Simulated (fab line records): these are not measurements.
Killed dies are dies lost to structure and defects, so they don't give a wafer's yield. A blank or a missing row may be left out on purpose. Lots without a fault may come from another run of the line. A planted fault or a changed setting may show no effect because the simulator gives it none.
fab line records + flow gf180mcu + part 2 of 2: steps 30 to 41 of 41
[record]
- lots = 5
- wafers = 15
- last_day = 33
route steps=602 shown DUAL_GATE@149 POLY_GATE@157 HV_LDD@176
lots that met no fault: from a run of the same line without faults
start_h: the number of hours between the record's first day and the start of the first shown wafer of the lot + wait_h: hours since the lot's step before + " repeats the value in the row above + L1.1+2: a single row standing in for several wafers + - no value present, or no start provided + * or withheld: withheld + < > ~ a bound
route shown NAME@n: names a module that has steps shown in the file, with the first one's number in the route + usual: the fault-free wafers' mean and standard deviation + same: alike in all rows + chamber/n: place in a boat + sites: each site's reading + _std_site: the standard deviation of these + _edge_site: mean of outer sites minus mean of inner sites + radius_mm: how far each site lies from the wafer's centre + mask NAME#n: copy n + behind: tool/chamber where the wafer was last shaped + hold: why the lot went on hold/how many hours it stayed there/how the hold came to an end + device: transistor that didn't switch, given as n, p or np + end of line: the route-end tests of the same wafers + step lacking rows: just its recipe + killed: the dies lost at the first sort to structure and to defects; this is not the yield of the wafer + map: shows each die of a wafer: x if killed, . if not, _ if none is there
set.NAME: setting as actually run; set.NAME@STEP: the setting as run at that earlier step + model.NAME: the simulator's own value behind a step, which no gauge read
certain route steps with their lots: each step a table, each wafer a row
services: a tool's chamber out of use, with start hour (start_h, from the record's first day; less than 0 if before it), hours out, and reason
[[steps]]
[step GF_HV_LDD_COAT_02]
[recipe]
- resist = NOVOLAK
- spin_rpm = 3000
- resist_thk_nm = 1000
| lot.wafer  | tool           | chamber | start_h | wait_h |
|------------|----------------|---------|---------|--------|
| L077.1+3+6 | litho_track-03 | 0       | 238.54  | 0.1    |
| L079.1+2+6 | litho_track-02 | 0       | 245.21  | 0.1    |
| L087.1+4+6 | litho_track-04 | 0       | 303.01  | 0.1    |
| L090.1+3+4 | litho_track-04 | 0       | 322.81  | 0.1    |
| L094.4+5+6 | litho_track-04 | 0       | 350.04  | 0.1    |
[step GF_HV_LDD_SOFTBAKE_03]
[recipe]
- temp_c = 90
- time_s = 60
- resist = NOVOLAK
| lot.wafer  | tool           | chamber | start_h | wait_h |
|------------|----------------|---------|---------|--------|
| L077.1+3+6 | litho_track-03 | 0       | 238.69  | 0.1    |
| L079.1+2+6 | litho_track-02 | 0       | 245.36  | 0.1    |
| L087.1+4+6 | litho_track-04 | 0       | 303.16  | 0.1    |
| L090.1+3+4 | litho_track-04 | 0       | 322.96  | 0.1    |
| L094.4+5+6 | litho_track-04 | 0       | 350.19  | 0.1    |
[step GF_HV_LDD_EXPOSE_04]
[recipe]
- mask_id = Nplus_LV_AREA
- target_cd_nm = 400
- na = 0.6
- source_shape = conventional
- sigma_outer = 0.6
- dose_mj = 140
[usual]
- reticle_temp_C = 23.01/0.1
- stage_vel_mm_s = 499.97/0.24
| lot.wafer | tool             | chamber | start_h | wait_h | mask            | reticle_temp_C | stage_vel_mm_s |
|-----------|------------------|---------|---------|--------|-----------------|----------------|----------------|
| L077.1    | iline_stepper-01 | 0       | -       | -      | Nplus_LV_AREA#0 | 23.05          | 500.02         |
| L077.3    | "                | 0       | "       | "      | Nplus_LV_AREA#0 | 23.11          | 499.39         |
| L077.6    | "                | 0       | "       | "      | Nplus_LV_AREA#0 | 23.03          | 499.62         |
| L079.1    | iline_stepper-01 | 0       | -       | -      | Nplus_LV_AREA#0 | 22.80          | 499.76         |
| L079.2    | "                | 0       | "       | "      | Nplus_LV_AREA#0 | 22.84          | 500.11         |
| L079.6    | "                | 0       | "       | "      | Nplus_LV_AREA#0 | 22.92          | 500.05         |
| L087.1    | iline_stepper-01 | 0       | -       | -      | Nplus_LV_AREA#0 | 23.12          | 500.12         |
| L087.4    | "                | 0       | "       | "      | Nplus_LV_AREA#0 | 23.18          | 500.00         |
| L087.6    | "                | 0       | "       | "      | Nplus_LV_AREA#0 | 23.10          | 499.90         |
| L090.1    | iline_stepper-02 | 0       | -       | -      | Nplus_LV_AREA#0 | 22.98          | 499.54         |
| L090.3    | "                | 0       | "       | "      | Nplus_LV_AREA#0 | 22.98          | 499.63         |
| L090.4    | "                | 0       | "       | "      | Nplus_LV_AREA#0 | 22.90          | 499.93         |
| L094.4    | iline_stepper-02 | 0       | -       | -      | Nplus_LV_AREA#0 | 23.04          | 499.85         |
| L094.5    | "                | 0       | "       | "      | Nplus_LV_AREA#0 | 22.95          | 500.43         |
| L094.6    | "                | 0       | "       | "      | Nplus_LV_AREA#0 | 22.99          | 500.12         |
[step GF_HV_LDD_PEB_05]
[recipe]
- temp_c = withheld
- time_s = *
- resist = NOVOLAK
| lot.wafer  | tool           | chamber | start_h | wait_h |
|------------|----------------|---------|---------|--------|
| L077.1+3+6 | litho_track-03 | 0       | -       | -      |
| L079.1+2+6 | litho_track-04 | 0       | -       | -      |
| L087.1+4+6 | litho_track-02 | 0       | -       | -      |
| L090.1+3+4 | litho_track-02 | 0       | -       | -      |
| L094.4+5+6 | litho_track-04 | 0       | -       | -      |
[step GF_HV_LDD_DEVELOP_06]
[recipe]
- develop_time_s = 60
- dev_temp_c = 23
| lot.wafer  | tool           | chamber | start_h | wait_h |
|------------|----------------|---------|---------|--------|
| L077.1+3+6 | litho_track-03 | 0       | 248.19  | 0.1    |
| L079.1+2+6 | litho_track-04 | 0       | 254.41  | 0.1    |
| L087.1+4+6 | litho_track-02 | 0       | 313.26  | 0.1    |
| L090.1+3+4 | litho_track-02 | 0       | 333.36  | 0.1    |
| L094.4+5+6 | litho_track-04 | 0       | 361.34  | 0.1    |
[step GF_HV_LDD_CD_MEAS_07]
[recipe]
- target_cd_nm = 400
[usual]
- cd_nm = 400.8/2.5
| lot.wafer | tool      | chamber | start_h | wait_h | cd_nm |
|-----------|-----------|---------|---------|--------|-------|
| L077.1    | cd_sem-02 | -       | 248.34  | 0.1    | 402.2 |
| L077.3    | "         | -       | "       | "      | 402.9 |
| L077.6    | "         | -       | "       | "      | 402.7 |
| L079.1    | cd_sem-01 | -       | 254.56  | 0.1    | 402.6 |
| L079.2    | "         | -       | "       | "      | 404.5 |
| L079.6    | "         | -       | "       | "      | 404.3 |
| L087.1    | cd_sem-01 | -       | 313.41  | 0.1    | 401.7 |
| L087.4    | "         | -       | "       | "      | 403.1 |
| L087.6    | "         | -       | "       | "      | 399.9 |
| L090.1    | cd_sem-02 | -       | 333.51  | 0.1    | 400.6 |
| L090.3    | "         | -       | "       | "      | 399.2 |
| L090.4    | "         | -       | "       | "      | 403.0 |
| L094.4    | cd_sem-01 | -       | 361.47  | 0.1    | 397.9 |
| L094.5    | "         | -       | "       | "      | 398.4 |
| L094.6    | "         | -       | "       | "      | 399.2 |
[step GF_HV_LDD_OVL_MEAS_08]
[usual]
- HV_LDD_OVL = 0.6/1.5
| lot.wafer | tool       | chamber | start_h | wait_h | HV_LDD_OVL[nm] |
|-----------|------------|---------|---------|--------|----------------|
| L077.1    | overlay-01 | -       | 248.46  | 0.1    | 0.7            |
| L077.3    | "          | -       | "       | "      | -0.3           |
| L077.6    | "          | -       | "       | "      | -1.2           |
| L079.1    | overlay-02 | -       | 254.68  | 0.1    | -0.7           |
| L079.2    | "          | -       | "       | "      | -3.1           |
| L079.6    | "          | -       | "       | "      | -0.7           |
| L087.1    | overlay-01 | -       | 313.53  | 0.1    | 0.8            |
| L087.4    | "          | -       | "       | "      | 0.7            |
| L087.6    | "          | -       | "       | "      | 0.2            |
| L090.1    | overlay-02 | -       | 333.63  | 0.1    | 1.0            |
| L090.3    | "          | -       | "       | "      | 1.9            |
| L090.4    | "          | -       | "       | "      | 1.4            |
| L094.4    | overlay-01 | -       | 361.55  | 0.1    | 2.8            |
| L094.5    | "          | -       | "       | "      | 3.8            |
| L094.6    | "          | -       | "       | "      | 1.7            |
[step GF_HV_LDD_IMPLANT_09]
[recipe]
- species = As
- energy_kev = 40
- dose_cm2 = 1e+14
- tilt_deg = 7
[usual]
- tilt_deg = 7.001/0.021
[same]
- implant_ion_amu = 75
| lot.wafer | tool         | chamber | start_h | wait_h | tilt_deg |
|-----------|--------------|---------|---------|--------|----------|
| L077.1    | implanter-03 | 0       | 248.50  | 0.0    | 6.977    |
| L077.3    | "            | 0       | "       | "      | 6.975    |
| L077.6    | "            | 0       | "       | "      | 7.005    |
| L079.1    | implanter-04 | 0       | 254.72  | 0.0    | 7.018    |
| L079.2    | "            | 0       | "       | "      | 6.984    |
| L079.6    | "            | 0       | "       | "      | 7.041    |
| L087.1    | implanter-01 | 0       | 313.57  | 0.0    | 7.010    |
| L087.4    | "            | 0       | "       | "      | 7.036    |
| L087.6    | "            | 0       | "       | "      | 7.042    |
| L090.1    | implanter-04 | 0       | 333.67  | 0.0    | 7.002    |
| L090.3    | "            | 0       | "       | "      | 6.969    |
| L090.4    | "            | 0       | "       | "      | 7.013    |
| L094.4    | implanter-04 | 0       | 361.64  | 0.1    | 7.019    |
| L094.5    | "            | 0       | "       | "      | 7.004    |
| L094.6    | "            | 0       | "       | "      | 7.021    |
[step GF_HV_LDD_STRIP_10]
[recipe]
- chemistry = O2/N2
- power_w = 1400
- pressure_mtorr = 1500
- platen_temp_c = 250
- o2_flow_sccm = 3000
- n2_flow_sccm = 300
- overash_fraction = 0.5
[usual]
- drypump_motor_current_A = 5.1/0.52
- heater_power_w = 333/34
- oes_product_au = 0.716/0.0048
- strip_time_to_endpoint_s = 12.64/0.038
| lot.wafer | tool            | chamber | start_h | wait_h | drypump_motor_current_A | heater_power_w | oes_product_au | rf_hours_counter_h | strip_time_to_endpoint_s |
|-----------|-----------------|---------|---------|--------|-------------------------|----------------|----------------|--------------------|--------------------------|
| L077.1    | plasma_asher-03 | 0       | 248.65  | 0.1    | 4.7                     | 279            | 0.716          | 12                 | 12.60                    |
| L077.3    | "               | 0       | "       | "      | 4.7                     | 279            | 0.711          | -                  | 12.62                    |
| L077.6    | "               | 0       | "       | "      | 4.7                     | 282            | 0.709          | -                  | 12.62                    |
| L079.1    | plasma_asher-03 | 1       | 254.87  | 0.1    | 4.9                     | 351            | 0.705          | 13                 | 12.68                    |
| L079.2    | "               | 0       | "       | "      | 4.7                     | 279            | 0.711          | 13                 | 12.68                    |
| L079.6    | "               | 1       | "       | "      | 4.9                     | 357            | 0.720          | -                  | 12.68                    |
| L087.1    | plasma_asher-03 | 0       | 313.72  | 0.1    | 4.7                     | 290            | 0.714          | 20                 | 12.65                    |
| L087.4    | "               | 0       | "       | "      | 4.7                     | 283            | 0.723          | -                  | 12.62                    |
| L087.6    | "               | 0       | "       | "      | 4.7                     | 282            | 0.713          | -                  | 12.59                    |
| L090.1    | plasma_asher-03 | 0       | 333.82  | 0.1    | 4.7                     | 275            | 0.729          | 22                 | 12.70                    |
| L090.3    | "               | 0       | "       | "      | 4.7                     | 272            | 0.715          | -                  | 12.68                    |
| L090.4    | "               | 1       | "       | "      | 4.9                     | 350            | 0.719          | -                  | 12.73                    |
| L094.4    | plasma_asher-03 | 1       | 361.75  | 0.1    | 4.9                     | 352            | 0.711          | -                  | 12.63                    |
| L094.5    | "               | 1       | "       | "      | 4.9                     | 346            | 0.707          | -                  | 12.69                    |
| L094.6    | "               | 0       | "       | "      | 4.7                     | 285            | 0.721          | -                  | 12.66                    |
[step GF_HV_LDD_TW_MEAS_11]
[usual]
- HV_LDD_TW = 2409/10
| lot.wafer | tool          | chamber | start_h | wait_h | HV_LDD_TW |
|-----------|---------------|---------|---------|--------|-----------|
| L077.1    | film_metro-01 | -       | 248.75  | 0.1    | 2401      |
| L077.3    | "             | -       | "       | "      | 2394      |
| L077.6    | "             | -       | "       | "      | 2401      |
| L079.1    | film_metro-04 | -       | 254.97  | 0.1    | 2403      |
| L079.2    | "             | -       | "       | "      | 2420      |
| L079.6    | "             | -       | "       | "      | 2420      |
| L087.1    | film_metro-01 | -       | 313.82  | 0.1    | 2397      |
| L087.4    | "             | -       | "       | "      | 2387      |
| L087.6    | "             | -       | "       | "      | 2394      |
| L090.1    | film_metro-04 | -       | 333.92  | 0.1    | 2410      |
| L090.3    | "             | -       | "       | "      | 2416      |
| L090.4    | "             | -       | "       | "      | 2401      |
| L094.4    | film_metro-03 | -       | 361.85  | 0.1    | 2403      |
| L094.5    | "             | -       | "       | "      | 2413      |
| L094.6    | "             | -       | "       | "      | 2406      |
[step GF_HV_LDD_DEHYDRATE_12]
[recipe]
- temp_c = 200
- time_s = 60
| lot.wafer  | tool           | chamber | start_h | wait_h |
|------------|----------------|---------|---------|--------|
| L077.1+3+6 | litho_track-04 | 0       | 257.36  | 8.6    |
| L079.1+2+6 | litho_track-04 | 0       | 264.01  | 9.0    |
| L087.1+4+6 | litho_track-03 | 0       | 323.19  | 9.4    |
| L090.1+3+4 | litho_track-02 | 0       | 343.86  | 9.9    |
| L094.4+5+6 | litho_track-04 | 0       | 372.49  | 10.6   |
[step GF_HV_LDD_HMDS_13]
[recipe]
- prime_time_s = 60
- prime_temp_c = 120
| lot.wafer  | tool           | chamber | start_h | wait_h |
|------------|----------------|---------|---------|--------|
| L077.1+3+6 | litho_track-04 | 0       | 257.51  | 0.1    |
| L079.1+2+6 | litho_track-04 | 0       | 264.16  | 0.1    |
| L087.1+4+6 | litho_track-03 | 0       | 323.34  | 0.1    |
| L090.1+3+4 | litho_track-02 | 0       | 344.01  | 0.1    |
| L094.4+5+6 | litho_track-04 | 0       | 372.64  | 0.1    |
[[services]]
| tool             | chamber | start_h | hours | kind   |
|------------------|---------|---------|-------|--------|
| plasma_asher-01  | -       | 184.45  | 0.7   | repair |
| wet_bench-01     | -       | 184.61  | 2.1   | repair |
| iline_stepper-01 | -       | 188.95  | 19.1  | repair |
| rie_si-01        | -       | 189.95  | 2.8   | pm     |
| iline_stepper-02 | -       | 208.01  | 1.7   | pm     |
| iline_stepper-01 | -       | 209.89  | 7.4   | repair |
| iline_stepper-01 | -       | 211.97  | 12.9  | repair |
| krf_scanner-02   | -       | 223.07  | 4.4   | pm     |
| plasma_asher-01  | -       | 224.49  | 7.1   | repair |
| rie_diel-04      | 1       | 226.36  | 3.4   | repair |
| iline_stepper-01 | -       | 234.36  | 1.7   | pm     |
| implanter-04     | -       | 246.40  | 3.7   | pm     |
| rie_si-01        | -       | 253.98  | 0.3   | repair |
| krf_scanner-02   | -       | 255.60  | 0.3   | repair |
| furnace-02       | -       | 257.91  | 2.9   | pm     |
| krf_scanner-02   | -       | 259.43  | 1.3   | pm     |
| krf_scanner-02   | -       | 264.23  | 0.7   | repair |
| furnace-01       | -       | 271.91  | 2.7   | pm     |
| krf_scanner-02   | -       | 290.31  | 1.0   | pm     |
| rie_diel-04      | 2       | 291.46  | 4.8   | repair |
| rie_si-01        | 3       | 294.63  | 9.6   | repair |
| furnace-01       | -       | 301.65  | 3.5   | pm     |
| furnace-01       | -       | 317.36  | 11.2  | repair |
| krf_scanner-02   | -       | 330.46  | 0.8   | pm     |
